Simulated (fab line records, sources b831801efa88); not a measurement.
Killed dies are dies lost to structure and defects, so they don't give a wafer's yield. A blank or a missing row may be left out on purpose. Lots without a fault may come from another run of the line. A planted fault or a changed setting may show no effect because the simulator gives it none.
fab line records | flow sky130 | part 2 of 2: steps 26 to 35 of 35
record lots=5 wafers=15 last_day=51
route steps=708 shown METAL2@506 VIA2@507 METAL3@532 CAPM@537
lots that met no fault: from a run of the same line without faults
start_h: hours from the record's first day to the start of the lot's first wafer shown | wait_h: hours since the lot's step before | " the same as in the row above | L1.1+2: a row that stands for several wafers | - no value, or no start given | * or withheld: withheld | < > ~ a bound
route shown NAME@n: a module of which the file shows steps, and the number in the route of the first | usual: mean/standard deviation of fault-free wafers | same: alike in all rows | chamber/n: place in a boat | sites: the reading at each site | _std_site: their standard deviation | _edge_site: outer sites' mean less inner sites' | radius_mm: how far each site lies from the wafer's centre | mask NAME#n: copy n | behind: the tool/chamber that last shaped the wafer | hold: why the lot was held/for how many hours/how that ended | device: the transistor (n, p or np) that didn't switch | end of line: the same wafers' tests at the end of the route | a step without rows: its recipe alone | killed: dies lost to structure and defects at the first sort, not the wafer's yield | map: a wafer's dies, x killed, . not, _ none there
set.NAME: the setting as run; set.NAME@STEP: as run at that earlier step | model.NAME: the simulator's own value behind a step, which no gauge read
lots at some steps of the route; a table a step, a row a wafer
services: from which hour (start_h, from the record's first day; less than 0 if before it) a tool's chamber was out of use, for how many hours, and why
## steps
# step SKY_VIA2_CMP_24
# recipe stop_on=SiO2 t_overpolish_s=20 down_force_psi=3.5 platen_rpm=60 target_thk_nm=0 pad_velocity_m_s=0.94248
# usual motor_current_A=10.9/1 overpolish_run_s=20.000/0.0083 platen_rpm=60.00/0.037 retaining_ring_pressure_frac=1.000/0.0047 time_to_endpoint_s=103/3.7
# columns lot.wafer tool chamber start_h wait_h motor_current_A overpolish_run_s platen_rpm retaining_ring_pressure_frac time_to_endpoint_s
L074.2 cmp-01 3 834.79 0.1 11.3 20.007 59.97 0.994 109
L074.5 " 2 " " 12.8 19.989 60.03 0.996 102
L074.6 " 3 " " 10.7 19.987 59.94 0.995 109
L076.2 cmp-02 1 844.32 0.1 10.0 19.999 60.00 0.998 106
L076.1 " 2 " " 11.7 19.997 60.05 0.998 105
L076.5 " 0 " " 10.6 19.997 60.05 0.995 102
L082.1 cmp-01 2 900.63 0.1 13.0 20.014 59.99 1.002 102
L082.3 " 3 " " 10.3 19.998 59.97 0.996 106
L082.4 " 0 " " 10.5 19.989 59.91 1.004 105
L090.2 cmp-02 3 980.70 0.1 10.7 19.995 60.01 1.003 97
L090.4 " 0 " " 10.7 19.998 60.03 0.999 94
L090.6 " 3 " " 10.6 20.003 59.95 0.995 98
L097.3 cmp-01 1 1044.37 0.2 9.8 20.003 59.97 1.002 101
L097.6 " 2 " " 12.6 19.994 60.10 1.001 103
L097.5 " 3 " " 10.6 20.004 60.00 1.003 105
# step SKY_METAL3_SPUTTER_00
# recipe material=Ti target_thk_nm=15 power_w=3000 time_s=10 chamber_pressure_pa=0.4
# usual throttle_valve_pct=30.0/1.1
# columns lot.wafer tool chamber start_h wait_h throttle_valve_pct
L074.2 pvd_sputter-01 - 835.04 0.2 32.0
L074.5 " - " " 27.6
L074.6 " - " " 31.9
L076.1 pvd_sputter-04 - 844.57 0.1 28.9
L076.2 " - " " 31.0
L076.5 " - " " 29.4
L082.1 pvd_sputter-04 - 900.93 0.2 29.3
L082.3 " - " " 29.0
L082.4 " - " " 30.3
L090.2 pvd_sputter-04 - 980.95 0.2 29.3
L090.4 " - " " 30.7
L090.6 " - " " 30.6
L097.3 pvd_sputter-02 - 1044.52 0.1 29.5
L097.5 " - " " 30.5
L097.6 " - " " 30.3
# step SKY_METAL3_SPUTTER_01
# recipe material=TiN target_thk_nm=20 power_w=6500 time_s=16.7 chamber_pressure_pa=0.4
# usual throttle_valve_pct=30.0/1.1
# columns lot.wafer tool chamber start_h wait_h throttle_valve_pct
L074.2 pvd_sputter-01 - 835.06 0.0 31.5
L074.5 " - " " 28.2
L074.6 " - " " 31.6
L076.1 pvd_sputter-04 - 844.60 0.0 29.0
L076.2 " - " " 30.8
L076.5 " - " " 29.3
L082.1 pvd_sputter-04 - 900.95 0.0 29.3
L082.3 " - " " 29.0
L082.4 " - " " 30.4
L090.2 pvd_sputter-04 - 980.97 0.0 29.5
L090.4 " - " " 30.8
L090.6 " - " " 31.3
L097.3 pvd_sputter-02 - 1044.54 0.0 29.3
L097.5 " - " " 30.7
L097.6 " - " " 30.3
# step SKY_METAL3_SPUTTER_02
# recipe material=AlCu target_thk_nm=735 power_w=10600 time_s=39.1 chamber_pressure_pa=0.4
# usual throttle_valve_pct=30.0/1.1
# columns lot.wafer tool chamber start_h wait_h throttle_valve_pct
L074.2 pvd_sputter-01 - 835.09 0.0 31.8
L074.5 " - " " 28.0
L074.6 " - " " 31.9
L076.1 pvd_sputter-04 - 844.62 0.0 28.8
L076.2 " - " " 30.9
L076.5 " - " " 29.1
L082.1 pvd_sputter-04 - 900.98 0.0 29.7
L082.3 " - " " 28.9
L082.4 " - " " 30.1
L090.2 pvd_sputter-04 - 981.00 0.0 29.4
L090.4 " - " " 30.5
L090.6 " - " " 30.4
L097.3 pvd_sputter-02 - 1044.57 0.0 30.0
L097.5 " - " " 30.4
L097.6 " - " " 30.2
# step SKY_METAL3_SPUTTER_03
# recipe material=Ti target_thk_nm=5 power_w=3000 time_s=3.3 chamber_pressure_pa=0.4
# usual throttle_valve_pct=30.0/1.1
# columns lot.wafer tool chamber start_h wait_h throttle_valve_pct
L074.2 pvd_sputter-01 - 835.13 0.0 31.9
L074.5 " - " " 27.8
L074.6 " - " " 31.8
L076.1 pvd_sputter-04 - 844.66 0.0 28.8
L076.2 " - " " 31.0
L076.5 " - " " 29.6
L082.1 pvd_sputter-04 - 901.02 0.0 29.2
L082.3 " - " " 29.1
L082.4 " - " " 30.3
L090.2 pvd_sputter-04 - 981.03 0.0 29.7
L090.4 " - " " 30.6
L090.6 " - " " 30.7
L097.3 pvd_sputter-02 - 1044.60 0.0 29.7
L097.5 " - " " 30.5
L097.6 " - " " 30.4
# step SKY_METAL3_SPUTTER_04
# recipe material=TiN target_thk_nm=70 power_w=6500 time_s=58.3 chamber_pressure_pa=0.4
# usual throttle_valve_pct=30.0/1.1
# columns lot.wafer tool chamber start_h wait_h throttle_valve_pct
L074.2 pvd_sputter-01 - 835.15 0.0 31.7
L074.5 " - " " 27.9
L074.6 " - " " 31.7
L076.1 pvd_sputter-04 - 844.68 0.0 29.0
L076.2 " - " " 30.7
L076.5 " - " " 29.4
L082.1 pvd_sputter-04 - 901.04 0.0 29.4
L082.3 " - " " 28.8
L082.4 " - " " 30.2
L090.2 pvd_sputter-04 - 981.05 0.0 29.4
L090.4 " - " " 30.8
L090.6 " - " " 30.6
L097.3 pvd_sputter-02 - 1044.62 0.0 29.6
L097.5 " - " " 30.4
L097.6 " - " " 30.1
# step SKY_CAPM_CVD_00
# recipe material=SiO2 target_thk_nm=15.5 temp_c=400 time_s=withheld rf_w=450
# usual heater_power_w=669/100
# columns lot.wafer tool chamber start_h wait_h heater_power_w
L074.2 pecvd-02 1 835.19 0.0 556
L074.5 " 2 " " 761
L074.6 " 1 " " 567
L076.1 pecvd-01 0 844.73 0.0 734
L076.2 " 1 " " 623
L076.5 " 1 " " 624
L082.1 pecvd-01 0 901.08 0.0 755
L082.3 " 1 " " 699
L082.4 " 2 " " 600
L090.2 pecvd-02 2 981.10 0.0 787
L090.4 " 0 " " 620
L090.6 " 2 " " 804
L097.3 pecvd-04 1 1044.67 0.0 747
L097.5 " 2 " " 562
L097.6 " 0 " " 680
# step SKY_CAPM_THK_MEAS_01
# recipe reads=SiO2_of_CAPM_CVD_00
# usual CAPM_CVD_00_THK=15.57/0.24
# columns lot.wafer tool chamber start_h wait_h CAPM_CVD_00_THK[nm]
L074.2 film_metro-02 - 835.24 - 15.65
L074.5 " - " " 16.11
L074.6 " - " " 15.85
L076.1 film_metro-03 - 844.75 - 15.58
L076.2 " - " " 15.41
L076.5 " - " " 15.73
L082.1 film_metro-03 - 901.11 - 15.57
L082.3 " - " " 15.22
L082.4 " - " " 15.70
L090.2 film_metro-04 - 981.13 - 15.75
L090.4 " - " " 15.80
L090.6 " - " " 15.87
L097.3 film_metro-04 - 1044.71 - 15.03
L097.5 " - " " 15.56
L097.6 " - " " 15.31
# step SKY_CAPM_SPUTTER_02
# recipe material=TiN target_thk_nm=200 temp_c=300 power_w=6500 time_s=166.7 chamber_pressure_pa=0.4
# usual throttle_valve_pct=29.8/0.82
# columns lot.wafer tool chamber start_h wait_h throttle_valve_pct
L074.2 pvd_sputter-04 - 835.29 0.0 28.9
L074.5 " - " " 29.1
L074.6 " - " " 29.2
L076.1 pvd_sputter-03 - 844.81 0.1 30.9
L076.2 " - " " 29.4
L076.5 " - " " 29.6
L082.1 pvd_sputter-03 - 901.17 0.1 30.9
L082.3 " - " " 29.4
L082.4 " - " " 29.0
L090.2 pvd_sputter-02 - 981.18 0.0 29.6
L090.4 " - " " 28.9
L090.6 " - " " 30.1
L097.3 pvd_sputter-04 - 1044.75 0.0 29.3
L097.5 " - " " 28.9
L097.6 " - " " 30.4
# step SKY_CAPM_RS_MEAS_03
# recipe thk_meas_gauge=four-point-probe reads=TiN_of_CAPM_SPUTTER_02
# usual CAPM_TIN_RS=6.93/0.072
# columns lot.wafer tool chamber start_h wait_h CAPM_TIN_RS[ohm/sq]
L074.2 film_metro-04 - 835.42 0.1 6.96
L074.5 " - " " 6.95
L074.6 " - " " 7.00
L076.1 film_metro-04 - 844.92 0.1 7.04
L076.2 " - " " 6.87
L076.5 " - " " 6.94
L082.1 film_metro-02 - 901.28 0.1 6.87
L082.3 " - " " 6.82
L082.4 " - " " 6.78
L090.2 film_metro-03 - 981.31 0.1 6.98
L090.4 " - " " 6.98
L090.6 " - " " 6.93
L097.3 film_metro-03 - 1044.90 0.1 6.88
L097.5 " - " " 6.88
L097.6 " - " " 6.91
## services
# columns tool chamber start_h hours kind
rie_diel-01 1 800.78 4.7 repair
wet_bench-04 - 806.80 1.9 pm
pvd_sputter-04 - 810.02 5.7 repair
pvd_sputter-03 - 814.19 1.0 repair
wet_bench-04 - 816.26 1.0 repair
cmp-02 - 828.45 0.5 repair
cmp-01 - 843.13 0.5 repair
cmp-02 - 849.14 1.7 repair
cmp-02 - 854.61 1.8 repair
pvd_sputter-03 - 892.44 0.6 repair
cmp-01 - 906.92 6.5 repair
pvd_sputter-04 - 910.19 11.4 repair
rie_diel-03 2 912.22 7.2 repair
cmp-01 - 913.43 4.0 pm
wet_bench-03 - 922.86 2.5 repair
rie_diel-01 3 931.31 23.7 repair
cmp-01 - 955.08 1.2 repair
rie_diel-01 0 956.89 9.9 repair
pvd_sputter-04 - 962.67 6.6 repair
pvd_sputter-02 - 967.56 8.9 repair
cmp-02 - 970.35 5.6 pm
rie_diel-01 - 974.10 2.8 pm
rie_diel-01 2 984.63 15.8 repair
cmp-02 - 1042.69 8.5 pm
